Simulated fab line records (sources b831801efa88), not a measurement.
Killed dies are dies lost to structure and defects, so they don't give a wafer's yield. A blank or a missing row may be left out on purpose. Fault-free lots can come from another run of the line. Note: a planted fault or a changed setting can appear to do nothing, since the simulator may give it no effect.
Which tool is to blame? -- flow gf180mcu -- Sampling: 24 lots, 72 wafers, 6 of 602 route steps

WHAT EACH GAUGE READ, for each wafer
GF_V5_THK_MEAS_03.
lot,measured,on,V5_CVD_02_THK (nm)
L074,day 26 17:05,film_metro-01,1443 1455 1468
L075,day 27 02:10,film_metro-02,1411 1405 1438
L077,day 27 02:49,film_metro-02,1437 1453 1463
L076,day 27 06:46,film_metro-01,1425 1430 1461
L078,day 27 17:52,film_metro-01,1430 1439 1473
L079,day 27 23:29,film_metro-03,1438 1467 1455
L080,day 28 11:35,film_metro-01,1480 1462 1440
L081,day 28 15:01,film_metro-02,1438 1447 1440
L082,day 29 04:37,film_metro-03,1426 1440 1447
L083,day 29 11:11,film_metro-03,1453 1466 1476
L084,day 29 15:16,film_metro-02,1464 1488 1482
L085,day 30 00:42,film_metro-01,1451 1466 1468
L086,day 30 06:37,film_metro-01,1443 1445 1432
L087,day 30 16:07,film_metro-01,1426 1452 1478
L089,day 31 02:57,film_metro-03,1441 1462 1452
L088,day 31 04:46,film_metro-02,1427 1456 1455
L091,day 31 14:21,film_metro-03,1424 1428 1447
L090,day 31 16:16,film_metro-01,1433 1453 1460
L092,day 32 01:43,film_metro-03,1457 1468 1482
L093,day 32 06:50,film_metro-03,1414 1436 1450
L095,day 32 09:21,film_metro-03,1409 1432 1447
L094,day 32 11:38,film_metro-03,1440 1440 1464
L096,day 32 19:31,film_metro-02,1437 1446 1465
L097,day 33 02:04,film_metro-02,1438 1466 1500

GF_PASSIVATION_THK_MEAS_01.
lot,measured,on,PASSIVATION_CVD_00_THK (nm)
L074,day 28 12:58,film_metro-02,985 985 998
L075,day 28 19:40,film_metro-02,997 996 1011
L077,day 28 22:04,film_metro-04,1001 991 997
L076,day 29 01:43,film_metro-01,991 976 1013
L078,day 29 12:40,film_metro-02,1011 987 1015
L079,day 29 17:22,film_metro-02,979 1021 997
L080,day 30 04:50,film_metro-04,1010 1013 1002
L081,day 30 07:36,film_metro-02,995 1004 986
L082,day 30 20:57,film_metro-02,996 1004 1020
L083,day 31 03:19,film_metro-02,1010 992 1005
L084,day 31 06:53,film_metro-02,994 988 992
L085,day 31 15:25,film_metro-01,986 1011 994
L086,day 31 20:04,film_metro-01,992 977 979
L087,day 32 04:38,film_metro-02,1007 1007 1024
L089,day 32 16:20,film_metro-04,981 1002 1002
L088,day 32 17:45,film_metro-02,992 1005 982
L091,day 33 02:24,film_metro-04,1008 987 1011
L090,day 33 03:33,film_metro-02,991 1002 993
L092,day 33 13:53,film_metro-02,989 999 1011
L093,day 33 17:05,film_metro-04,975 999 1021
L095,day 33 20:38,film_metro-01,981 1003 1015
L094,day 33 22:12,film_metro-01,987 1017 1008
L096,day 34 06:04,film_metro-04,954 992 986
L097,day 34 10:51,film_metro-04,1000 982 1014

WHICH TOOL RAN EACH LOT (tool, then ch and the chambers of the sampled wafers, then the start)
lot,GF_V2_SPUTTER_22,GF_M3_SPUTTER_00,GF_MIM_CVD_05,GF_TOP_METAL_SPUTTER_04
L074,"pvd_sputter-01, day 20 17:01","pvd_sputter-04, day 20 17:39","pecvd-02 ch 0,2, day 24 19:49","pvd_sputter-02, day 27 15:58"
L075,"pvd_sputter-04, day 20 22:20","pvd_sputter-02, day 20 22:58","pecvd-04 ch 0,1,2, day 25 06:24","pvd_sputter-02, day 28 00:19"
L077,"pvd_sputter-02, day 21 05:55","pvd_sputter-03, day 21 06:32","pecvd-02 ch 0,2, day 25 07:41","pvd_sputter-03, day 28 01:35"
L076,"pvd_sputter-04, day 21 09:55","pvd_sputter-02, day 21 10:32","pecvd-04 ch 1,2, day 25 11:26","pvd_sputter-01, day 28 05:55"
L078,"pvd_sputter-01, day 21 23:02","pvd_sputter-04, day 21 23:40","pecvd-04 ch 1,2, day 25 23:08","pvd_sputter-03, day 28 16:19"
L079,"pvd_sputter-04, day 22 04:47","pvd_sputter-02, day 22 05:25","pecvd-01 ch 0,2, day 26 04:56","pvd_sputter-01, day 28 20:46"
L080,"pvd_sputter-04, day 22 17:20","pvd_sputter-02, day 22 17:58","pecvd-02 ch 0,1,2, day 26 17:50","pvd_sputter-02, day 29 08:57"
L081,"pvd_sputter-04, day 22 22:31","pvd_sputter-02, day 22 23:10","pecvd-01 ch 0,1,2, day 26 20:32","pvd_sputter-02, day 29 12:12"
L082,"pvd_sputter-04, day 23 14:22","pvd_sputter-03, day 23 14:59","pecvd-01 ch 0,1, day 27 11:40","pvd_sputter-02, day 30 02:16"
L083,"pvd_sputter-04, day 23 22:04","pvd_sputter-03, day 23 22:43","pecvd-02 ch 0,1,2, day 27 18:05","pvd_sputter-02, day 30 08:27"
L084,"pvd_sputter-04, day 24 02:35","pvd_sputter-02, day 24 03:13","pecvd-04 ch 0,2, day 27 23:19","pvd_sputter-03, day 30 12:09"
L085,"pvd_sputter-01, day 24 12:29","pvd_sputter-04, day 24 13:07","pecvd-01 ch 0,1,2, day 28 08:20","pvd_sputter-03, day 30 21:05"
L086,"pvd_sputter-04, day 24 21:11","pvd_sputter-03, day 24 21:49","pecvd-02 ch 0,1,2, day 28 14:38","pvd_sputter-03, day 31 02:28"
L087,"pvd_sputter-02, day 25 07:41","pvd_sputter-03, day 25 08:19","pecvd-02 ch 1,2, day 29 01:17","pvd_sputter-02, day 31 11:27"
L089,"pvd_sputter-04, day 25 22:04","pvd_sputter-04, day 25 22:42","pecvd-02 ch 0,1,2, day 29 13:10","pvd_sputter-03, day 31 22:25"
L088,"pvd_sputter-01, day 25 23:22","pvd_sputter-04, day 25 23:59","pecvd-02 ch 0,1,2, day 29 15:11","pvd_sputter-03, day 32 00:03"
L091,"pvd_sputter-04, day 26 12:26","pvd_sputter-02, day 26 13:07","pecvd-04 ch 0,2, day 30 02:25","pvd_sputter-03, day 32 08:55"
L090,"pvd_sputter-04, day 26 13:48","pvd_sputter-02, day 26 14:33","pecvd-04 ch 0,1,2, day 30 04:19","pvd_sputter-02, day 32 10:31"
L092,"pvd_sputter-04, day 26 23:55","pvd_sputter-03, day 27 00:32","pecvd-04 ch 0,2, day 30 13:05","pvd_sputter-03, day 32 20:55"
L093,"pvd_sputter-04, day 27 08:07","pvd_sputter-03, day 27 08:46","pecvd-01 ch 1,2, day 30 19:05","pvd_sputter-01, day 33 01:13"
L095,"pvd_sputter-01, day 27 10:11","pvd_sputter-03, day 27 10:49","pecvd-01 ch 0,2, day 30 21:53","pvd_sputter-02, day 33 03:49"
L094,"pvd_sputter-01, day 27 12:08","pvd_sputter-02, day 27 12:46","pecvd-04 ch 1,2, day 30 23:47","pvd_sputter-02, day 33 05:32"
L096,"pvd_sputter-01, day 27 22:49","pvd_sputter-03, day 27 23:27","pecvd-04 ch 0,1,2, day 31 08:44","pvd_sputter-03, day 33 13:47"
L097,"pvd_sputter-04, day 28 07:08","pvd_sputter-02, day 28 07:46","pecvd-02 ch 0,2, day 31 15:25","pvd_sputter-03, day 33 19:04"
- GF_V2_SPUTTER_22: material TiN, target thk 10 nm, time 40 s.
- GF_M3_SPUTTER_00: material Ti, target thk 37.5 nm, time 150 s.
- GF_MIM_CVD_05: deposits Si3N4, target thk 42 nm, time 29.086 s.
- GF_TOP_METAL_SPUTTER_04: material TiN, target thk 25 nm, time 21.15 s.

WHAT THE TOOLS THEMSELVES READ (means of the sampled wafers that have a number; where no wafer has one, the mark that the record gives instead)
GF_V2_SPUTTER_22.
lot,tool,chamber_pressure_pa (Pa),throttle_valve_pct (%)
L074,pvd_sputter-01,5.008,29.5
L075,pvd_sputter-04,4.996,28.8
L077,pvd_sputter-02,4.994,29.7
L076,pvd_sputter-04,4.993,28.4
L078,pvd_sputter-01,5.006,30.1
L079,pvd_sputter-04,4.997,29.2
L080,pvd_sputter-04,4.993,29.3
L081,pvd_sputter-04,4.989,29.1
L082,pvd_sputter-04,5.000,28.3
L083,pvd_sputter-04,4.991,29.3
L084,pvd_sputter-04,4.999,28.8
L085,pvd_sputter-01,4.999,29.6
L086,pvd_sputter-04,5.000,28.7
L087,pvd_sputter-02,5.000,28.7
L089,pvd_sputter-04,4.999,29.1
L088,pvd_sputter-01,5.002,29.2
L091,pvd_sputter-04,4.996,28.7
L090,pvd_sputter-04,4.997,28.9
L092,pvd_sputter-04,5.000,29.3
L093,pvd_sputter-04,5.000,28.6
L095,pvd_sputter-01,4.992,30.2
L094,pvd_sputter-01,5.008,30.0
L096,pvd_sputter-01,4.984,28.8
L097,pvd_sputter-04,5.000,29.2

GF_M3_SPUTTER_00.
lot,tool,chamber_pressure_pa (Pa),throttle_valve_pct (%)
L074,pvd_sputter-04,1.998,28.9
L075,pvd_sputter-02,1.997,29.5
L077,pvd_sputter-03,1.999,29.9
L076,pvd_sputter-02,1.994,30.2
L078,pvd_sputter-04,2.000,28.4
L079,pvd_sputter-02,2.001,30.1
L080,pvd_sputter-02,2.000,30.5
L081,pvd_sputter-02,1.999,29.8
L082,pvd_sputter-03,1.997,29.3
L083,pvd_sputter-03,2.000,29.3
L084,pvd_sputter-02,1.999,30.5
L085,pvd_sputter-04,2.004,29.4
L086,pvd_sputter-03,2.001,29.6
L087,pvd_sputter-03,2.001,29.5
L089,pvd_sputter-04,2.000,28.4
L088,pvd_sputter-04,2.000,28.6
L091,pvd_sputter-02,2.001,30.1
L090,pvd_sputter-02,2.002,29.7
L092,pvd_sputter-03,1.994,29.8
L093,pvd_sputter-03,1.998,29.9
L095,pvd_sputter-03,1.999,29.0
L094,pvd_sputter-02,1.997,29.6
L096,pvd_sputter-03,2.002,29.5
L097,pvd_sputter-02,1.997,29.6

GF_MIM_CVD_05.
lot,tool,heater_power_w (W)
L074,pecvd-02,622
L075,pecvd-04,615
L077,pecvd-02,600
L076,pecvd-04,585
L078,pecvd-04,567
L079,pecvd-01,686
L080,pecvd-02,607
L081,pecvd-01,621
L082,pecvd-01,589
L083,pecvd-02,644
L084,pecvd-04,583
L085,pecvd-01,637
L086,pecvd-02,615
L087,pecvd-02,693
L089,pecvd-02,580
L088,pecvd-02,618
L091,pecvd-04,635
L090,pecvd-04,608
L092,pecvd-04,547
L093,pecvd-01,607
L095,pecvd-01,654
L094,pecvd-04,568
L096,pecvd-04,606
L097,pecvd-02,577

GF_TOP_METAL_SPUTTER_04.
lot,tool,chamber_pressure_pa (Pa),throttle_valve_pct (%)
L074,pvd_sputter-02,0.3999,31.2
L075,pvd_sputter-02,0.4002,30.3
L077,pvd_sputter-03,0.3988,29.9
L076,pvd_sputter-01,0.4003,29.6
L078,pvd_sputter-03,0.4005,29.0
L079,pvd_sputter-01,0.4003,29.3
L080,pvd_sputter-02,0.3995,30.7
L081,pvd_sputter-02,0.3997,29.5
L082,pvd_sputter-02,0.4009,31.0
L083,pvd_sputter-02,0.3999,29.2
L084,pvd_sputter-03,0.4008,29.9
L085,pvd_sputter-03,0.3999,29.4
L086,pvd_sputter-03,0.4007,29.6
L087,pvd_sputter-02,0.3995,28.8
L089,pvd_sputter-03,0.3994,29.4
L088,pvd_sputter-03,0.3998,30.0
L091,pvd_sputter-03,0.3998,29.9
L090,pvd_sputter-02,0.4001,29.5
L092,pvd_sputter-03,0.4005,29.4
L093,pvd_sputter-01,0.4002,28.4
L095,pvd_sputter-02,0.4000,30.6
L094,pvd_sputter-02,0.3996,31.1
L096,pvd_sputter-03,0.3999,29.1
L097,pvd_sputter-03,0.4002,29.0

THE ANSWER, worked out from the rows above alone
Rule: usual is defined by the lots themselves. Put in order of their means at a reading, lots are off if they are a third of the lots or fewer, leave a main group of 4 or more, and stand apart from it by a gap of 3 or more times the standard deviation of the main group's means; of several such gaps the widest counts. A main group whose means are all the same, to the digits that the tables above print for the reading, isn't used. A lot without any number at a reading at which 4 lots or more have one is off too. Any other lot the step has rows for is counted as sound. First the gauges in route order, then the tools' own readings, where a lot's mean is used as printed above. At the first step where some lot is off, the reading lying furthest off is the one used; lots without a number count as furthest.
No lot is off at any reading shown: from this, nothing can be told.

WHAT THE SIMULATOR PUT IN
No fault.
